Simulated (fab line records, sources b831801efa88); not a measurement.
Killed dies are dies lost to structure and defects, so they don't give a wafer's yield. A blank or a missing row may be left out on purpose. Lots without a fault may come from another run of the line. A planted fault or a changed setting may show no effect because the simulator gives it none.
Which tool did it? | flow gf180mcu | 13 lots, 39 wafers sampled, at 3 steps of a route of 602

WHAT THE GAUGES READ, wafer by wafer
GF_TOP_METAL_OVL_MEAS_15.
lot  | measured     | on         | TOP_METAL_OVL (nm)
L804 | day 28 10:58 | overlay-01 | -0.4 0.5 -0.7
L805 | day 28 17:07 | overlay-02 | -1.2 0.2 -1.4
L806 | day 29 00:08 | overlay-01 | 1.3 1.1 0.7
L807 | day 29 06:57 | overlay-01 | 1.7 0.4 1.0
L808 | day 29 07:07 | overlay-01 | 0.0 0.3 1.2
L809 | day 29 17:43 | overlay-02 | -0.7 0.6 0.5
L811 | day 30 07:44 | overlay-02 | 1.1 3.8 2.4
L812 | day 30 19:40 | overlay-02 | 1.9 1.7 2.5
L813 | day 31 01:25 | overlay-01 | 0.0 1.5 1.0
L822 | day 33 05:47 | overlay-02 | 0.3 -1.2 0.1
L824 | day 34 06:19 | overlay-02 | 1.4 2.7 1.9
L825 | day 34 07:55 | overlay-02 | 2.0 2.6 4.3
L826 | day 34 16:46 | overlay-01 | 3.1 2.9 2.9

GF_PASSIVATION_THK_MEAS_03.
lot  | measured     | on            | PASSIVATION_CVD_02_THK (nm)
L804 | day 28 12:09 | film_metro-03 | 696 710 699
L805 | day 28 18:18 | film_metro-02 | 692 689 707
L806 | day 29 01:20 | film_metro-03 | 690 711 711
L807 | day 29 08:08 | film_metro-03 | 696 680 706
L808 | day 29 08:20 | film_metro-04 | 701 698 713
L809 | day 29 19:00 | film_metro-04 | 693 709 696
L811 | day 30 08:56 | film_metro-03 | 690 683 703
L812 | day 30 20:53 | film_metro-04 | 686 679 704
L813 | day 31 02:39 | film_metro-02 | 700 717 720
L822 | day 33 07:11 | film_metro-04 | 692 689 707
L824 | day 34 07:32 | film_metro-02 | 705 704 697
L825 | day 34 09:08 | film_metro-04 | 700 697 706
L826 | day 34 17:57 | film_metro-03 | 697 691 707

WHICH TOOL RAN EACH LOT (tool, then ch and the chambers of the sampled wafers, then the start)
lot  | GF_V3_CVD_00
L804 | hdpcvd-02 ch 0,1, day 21 19:22
L805 | hdpcvd-02 ch 0,1, day 22 02:36
L806 | hdpcvd-02 ch 0,1,2, day 22 11:28
L807 | hdpcvd-01 ch 0,1,2, day 22 17:35
L808 | hdpcvd-02 ch 0,2, day 22 20:43
L809 | hdpcvd-01 ch 0,1,2, day 23 09:10
L811 | hdpcvd-02 ch 1,2, day 24 00:59
L812 | hdpcvd-02 ch 0,1, day 24 16:02
L813 | hdpcvd-01 ch 0,2, day 24 23:08
L822 | hdpcvd-01 ch 0,2, day 27 15:31
L824 | hdpcvd-02 ch 0,1,2, day 28 22:43
L825 | hdpcvd-01 ch 1,2, day 29 00:17
L826 | hdpcvd-01 ch 0,2, day 29 11:16
- GF_V3_CVD_00: deposits SiO2, target thk 600 nm, time 100 s.

WHAT THE TOOLS THEMSELVES READ (means of the sampled wafers that have a number; where no wafer has one, the mark that the record gives instead)
The record holds no such reading with a usual standard deviation.

THE ANSWER, worked out from the rows above alone
Rule: what is usual is taken from the lots themselves. Put in order of their means at a reading, lots are off if they are a third of the lots or fewer, leave a main group of 4 or more, and stand apart from it by a gap of 3 or more times the standard deviation of the main group's means; of several such gaps the widest counts. A main group whose means are all the same, to the digits that the tables above print for the reading, isn't used. A lot without any number at a reading at which 4 lots or more have one is off too. The other lots that the step has rows for count as sound. The gauges are gone through in route order, then the tools' own readings, and for those a lot's mean is taken as printed above. The first step at which some lot is off is used, and at that step the reading that is off furthest; a lot without a number counts as furthest.
No lot is off at any reading shown: from this, nothing can be told.

WHAT THE SIMULATOR HAD PUT IN
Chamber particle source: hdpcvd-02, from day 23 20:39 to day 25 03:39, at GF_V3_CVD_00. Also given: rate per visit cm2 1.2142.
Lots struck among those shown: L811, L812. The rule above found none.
